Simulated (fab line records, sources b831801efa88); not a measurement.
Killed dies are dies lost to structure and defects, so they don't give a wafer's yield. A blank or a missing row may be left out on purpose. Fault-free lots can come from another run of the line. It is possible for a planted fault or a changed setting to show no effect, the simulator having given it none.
fab line records	flow sky130
record: lots: 12	wafers: 34	last_day: 50
route steps=708 shown CAP2M@615 METAL4@631 VIA4@651 PAD_OPEN@701
lots untouched by any fault: they come from a run of this same line in which no faults occurred
start_h: the number of hours between the record's first day and the start of the first shown wafer of the lot	wait_h: time in hours since the lot's previous step	" same as the row above	L1.1+2: a row that stands for several wafers	- no value present, or no start provided	* or withheld: withheld	< > ~ a bound
route shown NAME@n: a module of which the file shows steps, and the number in the route of the first	usual: mean/standard deviation of fault-free wafers	same: alike in all rows	chamber/n: place in a boat	sites: the reading at each site	_std_site: standard deviation of those values	_edge_site: outer sites' mean less inner sites'	radius_mm: how far each site lies from the wafer's centre	mask NAME#n: copy n	behind: the most recent tool/chamber to have shaped the wafer	hold: why the lot went on hold/how many hours it stayed there/how the hold came to an end	device: whichever transistor did not switch (one of n, p or np)	end of line: at the end of the route, the tests of the same wafers	step lacking rows: just its recipe	killed: the dies lost at the first sort to structure and to defects; this is not the yield of the wafer	map: dies across one wafer; x = killed, . = not, _ = none there
set.NAME: the setting the step ran with; set.NAME@STEP: the setting that earlier step ran with	model.NAME: the simulator's own value behind a step, which no gauge read
a sample of lots followed through the steps of the route, with each step as a table and each wafer as a row
services: when a tool's chamber went out of use (start_h, in hours from the record's first day, below 0 if earlier), for how many hours, and the reason
== steps ==
step: SKY_CAP2M_OVL_MEAS_12
usual: CAP2M_OVL: -0.8/1.6
lot.wafer	tool	chamber	start_h	wait_h	CAP2M_OVL[nm]
L699.3	overlay-02	-	975.45	0.1	-2.0
L699.4	"	-	"	"	-0.6
L699.5	"	-	"	"	-1.3
L700.1	overlay-01	-	988.37	0.1	-1.1
L700.2	"	-	"	"	-1.1
L700.5	"	-	"	"	-1.2
L701.2	overlay-01	-	989.98	0.1	-3.7
L701.5	"	-	"	"	-1.3
L701.6	"	-	"	"	-3.5
L702.1	overlay-01	-	996.79	0.1	-2.1
L702.2	"	-	"	"	-3.2
L702.3	"	-	"	"	-4.0
L703.1	overlay-01	-	1002.41	0.1	-0.1
L703.5	"	-	"	"	-0.2
L703.6	"	-	"	"	0.1
L705.1	overlay-01	-	1015.92	0.1	-2.0
L705.6	"	-	"	"	-2.1
L708.1	overlay-01	-	1042.64	0.1	0.7
L708.4	"	-	"	"	-0.6
L713.2	overlay-02	-	1069.78	0.1	-0.2
L713.4	"	-	"	"	-1.1
L713.5	"	-	"	"	0.9
L714.1	overlay-02	-	1074.66	0.1	-2.0
L714.2	"	-	"	"	-1.6
L714.6	"	-	"	"	-0.4
L715.1	overlay-01	-	1081.66	0.1	-2.7
L715.3	"	-	"	"	-1.7
L715.6	"	-	"	"	-1.5
L717.1	overlay-01	-	1107.96	0.1	-2.3
L717.3	"	-	"	"	-1.5
L717.6	"	-	"	"	-3.7
L718.1	overlay-02	-	1108.14	0.1	1.1
L718.2	"	-	"	"	2.1
L718.4	"	-	"	"	2.3
step: SKY_METAL4_DESCUM_15
recipe: chemistry: O2	source_power_w: 150	bias_power_w: 0	pressure_mtorr: 10	temp_c: 40	time_s: 8
usual: drypump_motor_current_A: 5.58/0.2	oes_product_au: 1.004/0.0076
same: bias_power_w: 0
lot.wafer	tool	chamber	start_h	wait_h	drypump_motor_current_A	oes_product_au	rf_hours_counter_h
L699.3	rie_metal-01	1	999.18	0.0	5.67	1.007	-
L699.4	"	0	"	"	5.62	1.009	-
L699.5	"	0	"	"	5.62	0.989	-
L700.1	rie_metal-02	0	1012.52	0.0	5.30	1.009	17
L700.2	"	1	"	"	5.82	1.030	8
L700.5	"	1	"	"	5.81	1.014	-
L701.2	rie_metal-02	0	1013.47	0.0	5.28	0.999	17
L701.5	"	0	"	"	5.28	1.007	-
L701.6	"	1	"	"	5.81	1.015	-
L702.1	rie_metal-02	0	1021.52	0.0	5.25	0.995	17
L702.2	"	1	"	"	5.78	1.009	9
L702.3	"	0	"	"	5.27	0.994	-
L703.1	rie_metal-02	0	1025.82	0.0	5.28	1.010	18
L703.5	"	0	"	"	5.28	0.999	-
L703.6	"	1	"	"	5.80	1.015	-
L705.1	rie_metal-03	1	1039.12	0.0	5.61	1.000	8
L705.6	"	0	"	"	5.64	0.992	-
L708.1	rie_metal-03	1	1065.72	0.0	5.62	0.994	10
L708.4	"	1	"	"	5.64	0.998	-
L713.2	rie_metal-03	0	1091.53	0.0	5.64	0.999	11
L713.4	"	1	"	"	5.61	0.998	-
L713.5	"	0	"	"	5.63	1.006	-
L714.1	rie_metal-02	0	1095.52	0.0	5.28	0.996	24
L714.2	"	1	"	"	5.80	1.003	15
L714.6	"	0	"	"	5.29	1.007	-
L715.1	rie_metal-03	1	1103.47	0.0	5.64	0.989	13
L715.3	"	1	"	"	5.61	0.995	-
L715.6	"	0	"	"	5.64	1.003	-
L717.1	rie_metal-02	0	1127.63	0.0	5.28	1.007	27
L717.3	"	1	"	"	5.80	1.020	-
L717.6	"	1	"	"	5.80	1.005	-
L718.1	rie_metal-02	0	1128.09	0.0	5.26	0.999	28
L718.2	"	1	"	"	5.78	0.999	19
L718.4	"	0	"	"	5.27	1.006	-
step: SKY_VIA4_ETCH_12
recipe: target: SiO2	chemistry: C4F8/O2/Ar	stop_on: TiN	mask_material: NOVOLAK	source_w: 1500	bias_w: 1200	pressure_mtorr: 40	c4f8_flow_sccm: withheld	O2_flow_sccm: 6	Ar_flow_sccm: 300	time_s: withheld	target_depth_a: 5800
usual: oes_product_au: 0.926/0.0047
lot.wafer	tool	chamber	start_h	wait_h	oes_product_au
L699.3	rie_diel-04	0	1023.81	0.0	0.916
L699.4	"	1	"	"	0.930
L699.5	"	3	"	"	0.920
L700.1	rie_diel-02	0	1035.97	0.0	0.918
L700.2	"	1	"	"	0.928
L700.5	"	2	"	"	0.935
L701.2	rie_diel-02	0	1037.62	0.0	0.920
L701.5	"	2	"	"	0.930
L701.6	"	1	"	"	0.928
L702.1	rie_diel-01	2	1045.31	0.0	0.926
L702.2	"	1	"	"	0.925
L702.3	"	0	"	"	0.927
L703.1	rie_diel-01	0	1049.32	0.0	0.934
L703.5	"	0	"	"	0.926
L703.6	"	1	"	"	0.931
L705.1	rie_diel-01	2	1062.07	0.0	0.930
L705.6	"	3	"	"	0.917
L708.1	rie_diel-02	2	1087.81	0.0	0.922
L708.4	"	1	"	"	0.921
L713.2	rie_diel-04	2	1112.82	0.0	0.930
L713.4	"	3	"	"	0.931
L713.5	"	2	"	"	0.926
L714.1	rie_diel-04	3	1116.56	0.0	0.930
L714.2	"	2	"	"	0.921
L714.6	"	2	"	"	0.928
L715.1	rie_diel-01	2	1124.61	0.0	0.924
L715.3	"	1	"	"	0.922
L715.6	"	3	"	"	0.924
L717.1	rie_diel-02	1	1147.35	0.0	0.922
L717.3	"	3	"	"	0.926
L717.6	"	0	"	"	0.916
L718.1	rie_diel-04	2	1147.65	0.0	0.929
L718.2	"	1	"	"	0.928
L718.4	"	3	"	"	0.928
step: SKY_PAD_OPEN_ETCH_07
recipe: chemistry: CF4/O2	target_depth_nm: 725	stop_on: AlCu	source_w: 800	bias_w: 150	pressure_mtorr: 150	cf4_flow_sccm: 80	O2_flow_sccm: 10	time_s: 161.1
usual: drypump_motor_current_A: 5.7/0.4	oes_product_au: 0.978/0.0067	run_length_s: 189.4/0.42	throttle_valve_pct: 5.965/0.0091
lot.wafer	tool	chamber	start_h	wait_h	drypump_motor_current_A	oes_product_au	rf_hours_counter_h	run_length_s	throttle_valve_pct
L699.3	rie_diel-02	0	1090.16	-	6.0	0.978	20	189.1	5.954
L699.4	"	2	"	"	5.2	0.980	15	189.0	5.967
L699.5	"	3	"	"	5.9	0.970	-	189.4	5.967
L700.1	rie_diel-03	0	1102.62	-	5.0	0.972	7	189.8	5.968
L700.2	"	2	"	"	5.8	0.974	22	189.5	5.991
L700.5	"	2	"	"	5.8	0.970	-	189.3	5.967
L701.2	rie_diel-02	0	1103.46	-	6.0	0.973	20	189.6	5.979
L701.5	"	2	"	"	5.2	0.978	-	189.0	5.968
L701.6	"	1	"	"	5.7	0.983	-	189.9	5.967
L702.1	rie_diel-02	1	1111.12	-	5.7	0.972	17	189.6	5.963
L702.2	"	0	"	"	6.1	0.978	21	189.6	5.965
L702.3	"	2	"	"	5.2	0.973	16	189.0	5.956
L703.1	rie_diel-01	1	1114.06	-	6.0	0.974	15	190.0	5.954
L703.5	"	1	"	"	5.9	0.978	-	190.3	5.968
L703.6	"	2	"	"	5.5	0.987	-	189.1	5.958
L705.1	rie_diel-02	0	1125.96	-	6.0	0.969	21	189.1	5.979
L705.6	"	0	"	"	6.0	0.878	-	222.1	5.949
L708.1	rie_diel-02	0	1148.66	-	6.0	0.974	22	189.7	5.977
L708.4	"	2	"	"	5.2	0.886	18	222.2	5.949
L713.2	rie_diel-03	3	1170.57	-	6.1	0.971	20	189.3	5.960
L713.4	"	3	"	"	6.0	0.987	-	189.2	5.968
L713.5	"	1	"	"	5.6	0.985	-	188.8	5.965
L714.1	rie_diel-03	2	1173.86	-	5.8	0.969	24	189.4	5.962
L714.2	"	3	"	"	6.0	0.974	20	189.1	5.960
L714.6	"	2	"	"	5.7	0.982	-	189.2	5.974
L715.1	rie_diel-03	3	1180.41	-	6.0	0.974	21	189.8	5.963
L715.3	"	2	"	"	5.8	0.972	25	190.0	5.952
L715.6	"	1	"	"	5.6	0.974	-	189.1	5.967
L717.1	rie_diel-03	1	1199.81	-	5.6	0.979	25	189.2	5.958
L717.3	"	0	"	"	5.0	0.974	11	190.4	5.967
L717.6	"	0	"	"	5.0	0.984	-	190.0	5.971
L718.1	rie_diel-03	1	1200.17	-	5.6	0.982	25	188.6	5.968
L718.2	"	3	"	"	6.0	0.970	22	189.2	5.977
L718.4	"	2	"	"	5.8	0.982	25	189.3	5.960
step: SKY_PAD_OPEN_PROBE_99
usual: defect_limited_yield: 82.4/2	killed_at_M0_to_M3: 44/6.5	killed_at_M4_up: 3.3/1.7	killed_at_contacts: 25/5.3	killed_at_front_end: 15/5	killed_at_other: 0.2/0.47	killed_dies: 87/9.9	killed_open: 47/8	killed_short: 39/6.1	sort_bin_3_pad_short: 0.9/0.43	sort_bin_5_function: 10.4/1.5	sort_bin_6_memory: 6.2/1.2	sort_n_pass: 405/9.9	sort_yield_pct: 82.4/2
same: gross_dies: 492	killed_at_back_side: 0	sort_bin_4_leakage[%]: 0	sort_bin_8_speed[%]: 0
lot.wafer	tool	chamber	start_h	wait_h	defect_limited_yield[%]	killed_at_M0_to_M3	killed_at_M4_up	killed_at_contacts	killed_at_front_end	killed_at_other	killed_dies	killed_open	killed_short	sort_bin_3_pad_short[%]	sort_bin_5_function[%]	sort_bin_6_memory[%]	sort_n_pass	sort_yield_pct[%]
L702.1	prober-01	-	1113.48	0.1	84.6	39	1	24	12	0	76	43	33	0.4	10.6	4.5	416	84.6
L702.2	prober-01	-	1113.53	0.1	83.9	42	4	18	15	0	79	41	38	0.8	11.6	3.7	413	83.9
L702.3	prober-01	-	1113.58	0.2	82.3	46	3	24	14	0	87	49	38	1.0	11.4	5.3	405	82.3
L703.1	prober-02	-	1116.41	0.1	81.1	45	3	26	19	0	93	51	42	1.6	11.6	5.7	399	81.1
L703.5	prober-02	-	1116.61	0.2	82.3	47	4	25	10	1	87	47	40	0.6	8.7	8.3	405	82.3
L703.6	prober-02	-	1116.66	0.2	78.9	58	0	31	15	0	104	59	45	0.6	13.6	6.9	388	78.9
L705.1	prober-02	-	1128.40	0.1	82.3	51	1	22	13	0	87	58	29	0.4	8.7	8.5	405	82.3
L705.6	prober-02	-	1128.65	0.2	83.7	39	0	26	15	0	80	48	32	0.8	10.0	5.5	412	83.7
L708.1	prober-01	-	1151.22	0.1	81.7	47	5	25	13	0	90	43	47	1.6	9.6	7.1	402	81.7
L708.4	prober-01	-	1151.37	0.2	81.1	43	4	23	23	0	93	55	38	0.8	11.4	6.7	399	81.1
L713.2	prober-01	-	1173.17	0.1	85.6	36	7	19	9	0	71	37	34	0.8	8.7	4.9	421	85.6
L713.4	prober-01	-	1173.27	0.2	80.5	52	1	24	18	1	96	60	36	0.2	11.0	8.3	396	80.5
L713.5	prober-01	-	1173.32	0.2	81.3	50	2	21	19	0	92	45	47	0.6	11.8	6.3	400	81.3
L717.1	prober-01	-	1202.13	0.1	82.3	44	2	19	22	0	87	54	33	1.4	10.0	6.3	405	82.3
L717.3	prober-01	-	1202.23	0.2	81.7	43	2	30	15	0	90	45	45	0.8	12.4	5.1	402	81.7
L717.6	prober-01	-	1202.38	0.2	81.9	47	5	19	18	0	89	50	39	0.6	12.0	5.5	403	81.9
killed by level:class
L702.1 VIA1:geometric_particle:open=10 LI_CONTACT:geometric_particle:open=8 CONTACT:geometric_particle:open=8 VIA2:geometric_particle:short=5 VIA2:geometric_particle:open=5 VIA3:geometric_particle:open=5 POLY_GATE:geometric_particle:short=4 METAL1:geometric_particle:short=4
L702.2 VIA1:geometric_particle:open=10 VIA2:geometric_particle:open=9 CONTACT:geometric_particle:open=7 METAL1:geometric_particle:short=6 METAL2:geometric_particle:short=6 FIELD_ISO:geometric_particle:short=4 SONOS_ONO:geometric_particle:open=4 LOCAL_INTERCONNECT:geometric_particle:short=4
L702.3 VIA1:geometric_particle:open=10 LI_CONTACT:geometric_particle:open=9 VIA2:geometric_particle:open=8 METAL2:geometric_particle:short=7 VIA1:geometric_particle:short=7 CONTACT:geometric_particle:open=6 FIELD_ISO:geometric_particle:open=4 VIA3:geometric_particle:open=4
L703.1 VIA1:geometric_particle:open=14 CONTACT:geometric_particle:open=12 LI_CONTACT:geometric_particle:open=7 METAL1:geometric_particle:short=7 POLY_GATE:geometric_particle:short=6 METAL2:geometric_particle:short=5 VIA1:geometric_particle:short=4 VIA2:geometric_particle:open=4
L703.5 VIA1:geometric_particle:open=11 VIA2:geometric_particle:open=8 CONTACT:geometric_particle:open=7 LI_CONTACT:geometric_particle:open=6 CONTACT:geometric_particle:short=6 METAL2:geometric_particle:short=5 VIA2:geometric_particle:short=5 LOCAL_INTERCONNECT:geometric_particle:short=4
L703.6 CONTACT:geometric_particle:open=17 VIA1:geometric_particle:open=14 VIA2:geometric_particle:open=8 VIA3:geometric_particle:open=7 VIA1:geometric_particle:short=7 FIELD_ISO:geometric_particle:open=6 METAL1:geometric_particle:short=6 VIA2:geometric_particle:short=6
L705.1 VIA1:geometric_particle:open=10 LI_CONTACT:geometric_particle:open=9 VIA2:geometric_particle:open=9 CONTACT:geometric_particle:open=8 METAL2:geometric_particle:short=5 METAL1:geometric_particle:short=5 VIA3:geometric_particle:open=5 POLY_GATE:geometric_particle:open=4
L705.6 CONTACT:geometric_particle:open=11 VIA1:geometric_particle:open=11 LI_CONTACT:geometric_particle:open=7 METAL2:geometric_particle:short=7 VIA3:geometric_particle:open=5 LI_CONTACT:geometric_particle:short=4 VIA1:geometric_particle:short=4 FIELD_ISO:geometric_particle:open=3
L708.1 VIA1:geometric_particle:open=15 CONTACT:geometric_particle:open=11 METAL2:geometric_particle:short=8 FIELD_ISO:geometric_particle:short=7 VIA1:geometric_particle:short=7 CONTACT:geometric_particle:short=6 VIA3:geometric_particle:open=6 LOCAL_INTERCONNECT:geometric_particle:short=4
L708.4 VIA1:geometric_particle:open=10 LI_CONTACT:geometric_particle:open=9 CONTACT:geometric_particle:open=9 FIELD_ISO:geometric_particle:short=6 FIELD_ISO:geometric_particle:open=6 POLY_GATE:geometric_particle:open=6 VIA3:geometric_particle:open=6 VIA1:geometric_particle:short=5
L713.2 VIA1:geometric_particle:open=8 CONTACT:geometric_particle:open=7 METAL1:geometric_particle:short=7 VIA2:geometric_particle:open=6 METAL4:geometric_particle:short=6 LI_CONTACT:geometric_particle:open=4 METAL2:geometric_particle:short=4 POLY_GATE:geometric_particle:open=3
L713.4 CONTACT:geometric_particle:open=12 VIA1:geometric_particle:open=10 POLY_GATE:geometric_particle:open=8 METAL2:geometric_particle:short=8 VIA2:geometric_particle:open=7 FIELD_ISO:geometric_particle:open=6 VIA1:geometric_particle:short=6 VIA3:geometric_particle:open=6
L713.5 METAL1:geometric_particle:short=11 VIA1:geometric_particle:short=10 CONTACT:geometric_particle:open=10 VIA3:geometric_particle:open=7 FIELD_ISO:geometric_particle:open=6 METAL2:geometric_particle:short=6 VIA1:geometric_particle:open=6 LI_CONTACT:geometric_particle:open=5
L717.1 VIA1:geometric_particle:open=13 CONTACT:geometric_particle:open=9 FIELD_ISO:geometric_particle:open=6 FIELD_ISO:geometric_particle:short=5 VIA3:geometric_particle:open=5 VIA2:geometric_particle:open=5 VIA3:geometric_particle:short=5 POLY_GATE:geometric_particle:open=4
L717.3 CONTACT:geometric_particle:open=10 VIA1:geometric_particle:open=10 VIA1:geometric_particle:short=7 LI_CONTACT:geometric_particle:open=7 METAL1:geometric_particle:short=5 VIA2:geometric_particle:open=5 FIELD_ISO:geometric_particle:short=4 LI_CONTACT:geometric_particle:short=4
L717.6 VIA1:geometric_particle:open=14 FIELD_ISO:geometric_particle:short=8 CONTACT:geometric_particle:open=8 METAL1:geometric_particle:short=7 VIA1:geometric_particle:short=6 VIA2:geometric_particle:open=6 VIA3:geometric_particle:open=6 LOCAL_INTERCONNECT:geometric_particle:short=5
== services ==
tool	chamber	start_h	hours	kind
rie_diel-01	2	979.89	3.0	repair
rie_diel-02	0	986.08	10.7	repair
rie_diel-02	0	1009.67	21.2	repair
rie_diel-02	2	1012.58	4.7	repair
rie_diel-03	-	1022.76	0.2	repair
rie_diel-01	1	1025.76	5.8	repair
rie_diel-03	1	1035.06	9.0	repair
rie_diel-04	2	1087.51	7.2	repair
rie_diel-01	-	1096.40	1.0	repair
rie_diel-04	0	1105.99	6.7	repair
rie_diel-02	3	1109.43	8.3	repair
rie_diel-03	-	1109.44	2.8	pm
rie_diel-02	0	1117.31	4.1	repair
rie_diel-01	3	1118.06	1.2	repair
rie_metal-03	-	1122.72	2.8	pm
rie_diel-02	-	1131.85	1.2	repair
rie_diel-03	1	1145.02	1.2	repair
rie_diel-02	0	1163.95	1.4	repair
rie_diel-01	2	1169.37	3.3	repair
rie_diel-03	0	1169.50	8.7	repair
rie_diel-03	2	1170.26	1.9	repair
rie_diel-02	-	1185.31	1.0	repair
rie_diel-04	-	1191.27	0.4	repair
rie_diel-02	-	1193.67	0.4	repair
== key ==
first_sign: step: SKY_PAD_OPEN_ETCH_07	reading: run_length_s	direction: up	sigmas: 79	usual: *	struck: *
effect: step: SKY_PAD_OPEN_ETCH_07	reading: oes_product_au	direction: down	sigmas: 14	usual: 0.978	struck: 0.882
met_at SKY_PAD_OPEN_ETCH_07
struck_lots L705,L708
struck_wafers L705.6,L708.4
not_acting_at SKY_CAP2M_OVL_MEAS_12,SKY_METAL4_DESCUM_15,SKY_VIA4_ETCH_12
onset_between 1111.12 1125.96
fault: kind: process_parameter_drift	tool: rie_diel-02	chamber: -	onset_h: 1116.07	steps: SKY_PAD_OPEN_ETCH_07	channel: time_s	offset: *	shape: step	end_h: 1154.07	scope: struck_wafers_only	acts_in: *	stated: *
